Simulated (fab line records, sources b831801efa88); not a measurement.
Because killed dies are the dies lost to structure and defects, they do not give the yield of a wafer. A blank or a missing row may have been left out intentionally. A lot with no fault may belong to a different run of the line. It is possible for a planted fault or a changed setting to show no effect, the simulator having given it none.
8D (eight disciplines) problem report, filled in by code	flow gf180mcu	the parts of the form that need people (team, actions taken, sign-off) are left out

## 1. THE PROBLEM
GF_TOP_METAL_CD_MEAS_14, cdNm: mean 431.1 nm over 1 wafer from 1 lot; wafers with no fault: 439.9 nm, standard deviation 2. That is -4.4 standard deviations from the usual mean.
The step: target cd 440 nm.
Earliest sighting: wafer L883.6 on cdSem-01 at day 33 03:40. The record holds 32 wafers of 11 lots with a number at this step. By rule, "out" or "out of limits" means more than 4 standard deviations away from the usual mean. All remaining wafers that have a number are taken as sound.

## 2. WHAT IT IS; WHAT IT IS NOT
question	is	is not
which readings at this step	cdNm	-
which lots	L883	L865, L866, L868, L869, L870, L871, L872, L873, L874, L877
which wafers of those lots	L883.6	L883.4
read on which gauges	cdSem-01	cdSem-02
when	from day 33 03:40	up to then (31 sound wafers)

## 3. WHAT RULES OUT EACH SUSPECT
Counting: any tool at a process step up to the reading remains a suspect provided it ran every lot that is out. Sound lots after the first of them don't rule it out here, since some wafers of a struck lot are sound.
- the gauge at GF_TOP_METAL_CD_MEAS_14 is ruled out. All the wafers that are out were read on cdSem-01, but those of them that GF_TOP_METAL_STRIP_17 has rows for are out there too, on other tools.
- pvdSputter-01 at GF_MIM_SPUTTER_09 (material TiN, target thk 35 nm, time 29.2 s): kept. The lot that is out, L883, ran on it at day 30 03:04; the last sound lot it ran before that was L873, at day 27 07:49.
- plasmaAsher-01 at GF_V5_STRIP_18 (strips in O2/N2): kept. The lot that is out, L883, ran on it at day 32 09:53; the last sound lot it ran before that was L873, at day 29 19:46.
- pvdSputter-02 at GF_TOP_METAL_SPUTTER_04 (material TiN, target thk 25 nm, time 20.8 s): kept. The lot that is out, L883, ran on it at day 32 11:24; the last sound lot it ran before that was L865, at day 27 03:24.
- lithoTrack-04 at GF_TOP_METAL_COAT_09 (resist thk 1500 nm): kept. The lot that is out, L883, ran on it at day 32 19:33; the last sound lot it ran before that was L877, at day 31 14:37.
- At GF_V5_STRIP_18 on plasmaAsher-01, chamber 1 took the sound wafers of the same lots and chamber 0 took the wafers that are out.
Left after counting: pvdSputter-01 at GF_MIM_SPUTTER_09, plasmaAsher-01 at GF_V5_STRIP_18, pvdSputter-02 at GF_TOP_METAL_SPUTTER_04, lithoTrack-04 at GF_TOP_METAL_COAT_09.

## 4. THE CAUSE (what the simulator had put in)
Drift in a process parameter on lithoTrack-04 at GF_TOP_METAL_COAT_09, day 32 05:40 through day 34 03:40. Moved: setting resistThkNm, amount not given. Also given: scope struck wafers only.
4 suspects survive the count, and this tool is in that group.

## 5. THE EFFECT CHAIN, in route order
Each row: a reading whose mean over the struck wafers that have a number lies more than 3 standard deviations from the usual. Only readings whose record carries a usual standard deviation are examined. hours: median over the lots of the time between each lot's start at the first step of this table that gives one and its start at this step. sigmas: the change, counted in usual standard deviations.
hours	step	reading	usual	on struck wafers	change	sigmas
0	GF_TOP_METAL_CD_MEAS_14	cdNm	439.9 nm	431.1	-8.8	-4.4
1	GF_TOP_METAL_STRIP_17	stripTimeToEndpointS	12.90 s	12.29	-0.61	-6.1
Process steps it contains:
- GF_TOP_METAL_STRIP_17: strips in O2/N2.

## 6. WHAT WOULD HAVE CAUGHT IT SOONER
In this record the first reading out of limits at a measuring or inspecting step was taken at day 33 03:40, 22 hours after the fault began at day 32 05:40.
Each of the lots that are out, 1 in all, had begun GF_TOP_METAL_COAT_09 on lithoTrack-04 no later than day 33 03:40. Had the tool been put on hold then, not one of them would have been saved.
